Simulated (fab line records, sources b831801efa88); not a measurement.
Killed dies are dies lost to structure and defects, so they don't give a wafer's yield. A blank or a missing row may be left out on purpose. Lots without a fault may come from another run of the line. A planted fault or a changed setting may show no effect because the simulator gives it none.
fab line records | flow gf180mcu
record lots=13 wafers=39 last_day=34
route steps=602 shown HV_LDD@228 SAB@264 CONTACT@288
lots that met no fault: from a run of the same line without faults
start_h: hours from the record's first day to the start of the lot's first wafer shown | wait_h: hours since the lot's step before | " the same as in the row above | L1.1+2: a row that stands for several wafers | - no value, or no start given | * or withheld: withheld | < > ~ a bound
route shown NAME@n: a module of which the file shows steps, and the number in the route of the first | usual: mean/standard deviation of fault-free wafers | same: alike in all rows | chamber/n: place in a boat | sites: the reading at each site | _std_site: their standard deviation | _edge_site: outer sites' mean less inner sites' | radius_mm: how far each site lies from the wafer's centre | mask NAME#n: copy n | behind: the tool/chamber that last shaped the wafer | hold: why the lot was held/for how many hours/how that ended | device: the transistor (n, p or np) that didn't switch | end of line: the same wafers' tests at the end of the route | a step without rows: its recipe alone | killed: dies lost to structure and defects at the first sort, not the wafer's yield | map: a wafer's dies, x killed, . not, _ none there
set.NAME: the setting as run; set.NAME@STEP: as run at that earlier step | model.NAME: the simulator's own value behind a step, which no gauge read
steps of the route over a sample of lots; a table a step, a row a wafer
services: from which hour (start_h, from the record's first day; less than 0 if before it) a tool's chamber was out of use, for how many hours, and why
## steps
# step GF_HV_LDD_RTA_52
# recipe temp_c=1000 time_s=10 ambient=N2
# usual lamp_power_pct=35/5.8 wafer_temp_C_max=1005.4/1.4
# columns lot.wafer tool chamber start_h wait_h lamp_power_pct wafer_temp_C_max
L461.2 rtp_anneal-01 0 266.86 0.0 27 1006.0
L461.3 " 0 " " 27 1006.6
L461.5 " 0 " " 27 1006.8
L463.2 rtp_anneal-01 0 282.66 0.0 27 1006.8
L463.3 " 0 " " 27 1005.7
L463.6 " 0 " " 27 1008.1
L464.1 rtp_anneal-02 0 291.56 0.0 39 1004.1
L464.2 " 0 " " 39 1003.8
L464.4 " 0 " " 39 1005.6
L465.1 rtp_anneal-02 0 301.55 0.0 39 1003.6
L465.5 " 0 " " 39 1004.1
L465.6 " 0 " " 39 1004.4
L469.2 rtp_anneal-01 0 331.13 0.0 27 1004.7
L469.3 " 0 " " 27 1004.1
L469.4 " 0 " " 27 1009.2
L468.2 rtp_anneal-01 0 334.79 0.0 27 1006.3
L468.5 " 0 " " 27 1005.0
L468.6 " 0 " " 27 1006.6
L470.1 rtp_anneal-02 0 343.63 0.0 39 1005.2
L470.4 " 0 " " 39 1004.0
L470.5 " 0 " " 39 1005.4
L472.1 rtp_anneal-02 0 380.89 0.0 39 1005.7
L472.2 " 0 " " 39 1004.1
L472.6 " 0 " " 39 1004.4
L474.1 rtp_anneal-02 0 382.90 0.0 39 1004.4
L474.3 " 0 " " 39 1006.2
L474.6 " 0 " " 39 1004.7
L473.2 rtp_anneal-01 0 385.32 0.0 27 1007.0
L473.5 " 0 " " 27 1004.3
L473.6 " 0 " " 27 1006.2
L476.1 rtp_anneal-01 0 403.64 0.0 27 1006.4
L476.3 " 0 " " 27 1008.2
L476.6 " 0 " " 27 1006.1
L480.1 rtp_anneal-02 0 436.30 0.0 39 1005.4
L480.3 " 0 " " 39 1005.0
L480.4 " 0 " " 39 1005.2
L484.3 rtp_anneal-02 0 457.85 0.0 39 1003.8
L484.5 " 0 " " 39 1004.2
L484.6 " 0 " " 39 1003.8
# step GF_SAB_CVD_00
# recipe material=SiO2 target_thk_nm=50 precursor=TEOS temp_c=400 time_s=4.9302 rf_w=600
# usual heater_power_w=679/110 rf_fwd_power_W=587.6/2.8
# columns lot.wafer tool chamber start_h wait_h heater_power_w rf_fwd_power_W
L461.2 pecvd-03 1 309.12 0.1 682 585.7
L461.3 " 0 " " 441 590.1
L461.5 " 0 " " 444 592.3
L463.2 pecvd-03 0 326.57 0.1 478 588.7
L463.3 " 2 " " 640 584.9
L463.6 " 0 " " 494 588.3
L464.1 pecvd-02 0 336.92 0.1 723 587.4
L464.2 " 2 " " 749 591.6
L464.4 " 0 " " 764 587.4
L465.1 pecvd-03 1 347.72 0.1 672 585.0
L465.5 " 2 " " 610 583.2
L465.6 " 0 " " 522 587.7
L469.2 pecvd-03 2 378.82 0.1 643 583.7
L469.3 " 1 " " 688 589.2
L469.4 " 1 " " 685 585.5
L468.2 pecvd-03 0 382.83 0.1 524 590.2
L468.5 " 2 " " 540 584.3
L468.6 " 0 " " 520 590.2
L470.1 pecvd-01 2 392.55 0.1 771 585.2
L470.4 " 0 " " 661 586.6
L470.5 " 2 " " 767 584.7
L472.1 pecvd-02 1 430.87 0.1 657 588.7
L472.2 " 2 " " 750 593.3
L472.6 " 0 " " 833 587.7
L474.1 pecvd-01 0 433.81 0.1 685 585.6
L474.3 " 2 " " 627 581.2
L474.6 " 0 " " 546 588.0
L473.2 pecvd-02 0 435.60 0.1 835 -
L473.5 " 2 " " 666 -
L473.6 " 1 " " 623 -
L476.1 pecvd-02 2 454.37 0.1 759 -
L476.3 " 0 " " 816 -
L476.6 " 2 " " 785 -
L480.1 pecvd-01 1 488.51 0.1 846 586.9
L480.3 " 0 " " 669 585.4
L480.4 " 1 " " 851 588.5
L484.3 pecvd-03 2 508.62 0.1 627 580.0
L484.5 " 2 " " 616 584.4
L484.6 " 1 " " 622 586.0
# step GF_SAB_THK_MEAS_01
# recipe reads=SiO2_of_SAB_CVD_00
# usual SAB_CVD_00_THK=50.0/0.6
# columns lot.wafer tool chamber start_h wait_h SAB_CVD_00_THK[nm]
L461.2 film_metro-03 - 309.15 0.0 49.5
L461.3 " - " " 49.5
L461.5 " - " " 50.4
L463.2 film_metro-03 - 326.60 0.0 49.6
L463.3 " - " " 49.2
L463.6 " - " " 50.3
L464.1 film_metro-02 - 336.93 0.0 49.6
L464.2 " - " " 49.2
L464.4 " - " " 50.0
L465.1 film_metro-02 - 347.74 0.0 49.4
L465.5 " - " " 49.8
L465.6 " - " " 50.0
L469.2 film_metro-02 - 378.85 0.0 50.2
L469.3 " - " " 49.6
L469.4 " - " " 50.6
L468.2 film_metro-01 - 382.86 0.0 49.5
L468.5 " - " " 50.3
L468.6 " - " " 49.5
L470.1 film_metro-02 - 392.57 0.0 48.9
L470.4 " - " " 49.5
L470.5 " - " " 50.4
L472.1 film_metro-03 - 430.89 0.0 49.5
L472.2 " - " " 49.5
L472.6 " - " " 51.0
L474.1 film_metro-01 - 433.90 0.1 49.4
L474.3 " - " " 50.1
L474.6 " - " " 51.3
L473.2 film_metro-02 - 435.63 0.0 44.8
L473.5 " - " " 45.4
L473.6 " - " " 45.4
L476.1 film_metro-01 - 454.39 0.0 44.3
L476.3 " - " " 44.6
L476.6 " - " " 45.0
L480.1 film_metro-02 - 488.53 0.0 49.9
L480.3 " - " " 49.2
L480.4 " - " " 50.3
L484.3 film_metro-02 - 508.66 0.0 48.8
L484.5 " - " " 50.0
L484.6 " - " " 49.7
# step GF_CONTACT_THK_MEAS_01
# recipe reads=SiO2_of_CONTACT_CVD_00
# usual CONTACT_CVD_00_THK=298.1/2.6
# columns lot.wafer tool chamber start_h wait_h CONTACT_CVD_00_THK[nm]
L461.2 film_metro-02 - 330.41 0.0 299.1
L461.3 " - " " 297.4
L461.5 " - " " 302.0
L463.2 film_metro-04 - 348.70 0.0 297.8
L463.3 " - " " 295.5
L463.6 " - " " 295.8
L464.1 film_metro-04 - 359.10 0.0 301.8
L464.2 " - " " 297.8
L464.4 " - " " 299.5
L465.1 film_metro-04 - 370.80 0.0 296.2
L465.5 " - " " 298.4
L465.6 " - " " 298.5
L469.2 film_metro-03 - 403.49 0.0 303.1
L469.3 " - " " 302.1
L469.4 " - " " 300.5
L468.2 film_metro-02 - 406.72 0.0 298.3
L468.5 " - " " 301.5
L468.6 " - " " 298.5
L470.1 film_metro-03 - 416.69 0.0 296.2
L470.4 " - " " 297.5
L470.5 " - " " 300.3
L472.1 film_metro-04 - 456.23 0.0 298.8
L472.2 " - " " 294.7
L472.6 " - " " 300.0
L474.1 film_metro-03 - 459.27 0.0 298.5
L474.3 " - " " 298.6
L474.6 " - " " 295.5
L473.2 film_metro-03 - 461.31 0.0 295.8
L473.5 " - " " 297.4
L473.6 " - " " 299.1
L476.1 film_metro-02 - 479.09 0.0 300.6
L476.3 " - " " 297.4
L476.6 " - " " 300.7
L480.1 film_metro-02 - 512.76 0.0 296.0
L480.3 " - " " 296.8
L480.4 " - " " 295.6
L484.3 film_metro-03 - 533.12 0.0 299.6
L484.5 " - " " 295.0
L484.6 " - " " 296.8
# step GF_CONTACT_SPUTTER_22
# recipe material=Ti target_thk_nm=15 chamber_pressure_pa=5 power_w=2500 substrate_temp_c=200 time_s=80.02
# usual throttle_valve_pct=29.8/0.82
# columns lot.wafer tool chamber start_h wait_h throttle_valve_pct
L461.2 pvd_sputter-03 - 352.61 0.0 28.9
L461.3 " - " " 28.6
L461.5 " - " " 29.1
L463.2 pvd_sputter-03 - 371.58 0.0 28.3
L463.3 " - " " 29.4
L463.6 " - " " 28.6
L464.1 pvd_sputter-01 - 382.19 0.0 29.2
L464.2 " - " " 30.8
L464.4 " - " " 30.7
L465.1 pvd_sputter-04 - 394.18 0.0 29.9
L465.5 " - " " 30.6
L465.6 " - " " 29.3
L469.2 pvd_sputter-01 - 428.53 0.0 28.7
L469.3 " - " " 30.6
L469.4 " - " " 30.7
L468.2 pvd_sputter-04 - 433.08 0.0 29.9
L468.5 " - " " 31.0
L468.6 " - " " 29.3
L470.1 pvd_sputter-01 - 441.96 0.0 30.5
L470.4 " - " " 31.0
L470.5 " - " " 30.7
L472.1 pvd_sputter-04 - 480.83 0.0 29.5
L472.2 " - " " 29.8
L472.6 " - " " 30.7
L474.1 pvd_sputter-03 - 485.02 0.0 29.6
L474.3 " - " " 28.5
L474.6 " - " " 28.8
L473.2 pvd_sputter-04 - 486.18 0.0 30.9
L473.5 " - " " 29.7
L473.6 " - " " 29.7
L476.1 pvd_sputter-01 - 504.00 0.0 30.7
L476.3 " - " " 30.6
L476.6 " - " " 30.7
L480.1 pvd_sputter-01 - 537.19 0.0 28.8
L480.3 " - " " 30.2
L480.4 " - " " 30.9
L484.3 pvd_sputter-01 - 556.98 0.0 29.9
L484.5 " - " " 30.0
L484.6 " - " " 28.7
## services
# columns tool chamber start_h hours kind
pvd_sputter-01 - 250.87 2.0 repair
pvd_sputter-01 1 269.69 - consumable_replace:kit
pvd_sputter-01 1 269.69 18.0 scheduled_down
pvd_sputter-01 1 269.69 18.0 vent_cycle
pecvd-03 - 298.98 0.7 repair
pecvd-01 - 308.55 14.6 pm
pecvd-03 - 317.69 0.3 repair
pecvd-01 2 323.71 2.0 repair
pecvd-02 - 351.90 6.0 pm
pvd_sputter-01 - 361.29 10.6 repair
pecvd-01 - 368.88 14.0 pm
pvd_sputter-03 - 395.73 5.3 repair
pvd_sputter-01 0 426.99 - consumable_replace:kit
pvd_sputter-01 0 426.99 18.0 scheduled_down
pvd_sputter-01 0 426.99 18.0 vent_cycle
pecvd-03 - 452.29 6.0 pm
pvd_sputter-01 - 459.79 1.9 repair
pecvd-03 - 461.00 14.6 pm
pecvd-02 - 486.84 2.3 repair
pvd_sputter-04 - 513.59 2.8 repair
pvd_sputter-01 - 520.69 1.6 repair
pvd_sputter-04 - 541.92 0.6 repair
pecvd-01 - 547.25 1.1 repair
pecvd-02 1 550.22 28.0 repair
## key
first_sign step=GF_SAB_THK_MEAS_01 reading=SAB_CVD_00_THK direction=down sigmas=8.6 usual=50.0 struck=44.9
effect none on later readings
met_at GF_SAB_CVD_00
struck_lots L473,L476
tester_left_out L473,L476
not_acting_at GF_HV_LDD_RTA_52,GF_CONTACT_THK_MEAS_01,GF_CONTACT_SPUTTER_22
onset_between 430.87 435.60
fault kind=process_parameter_drift tool=pecvd-02 chamber=- onset_h=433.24 steps=GF_SAB_CVD_00 channel=time_s offset=* shape=step end_h=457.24 acts_in=* stated=*
# tester_left_out: of these lots the tester's yield and bins aren't shown, on N5 and GAA mostly nor the transistor test; their killed dies are dies lost to structure and defects alone, not to doping, threshold or leakage, so they don't give the yield
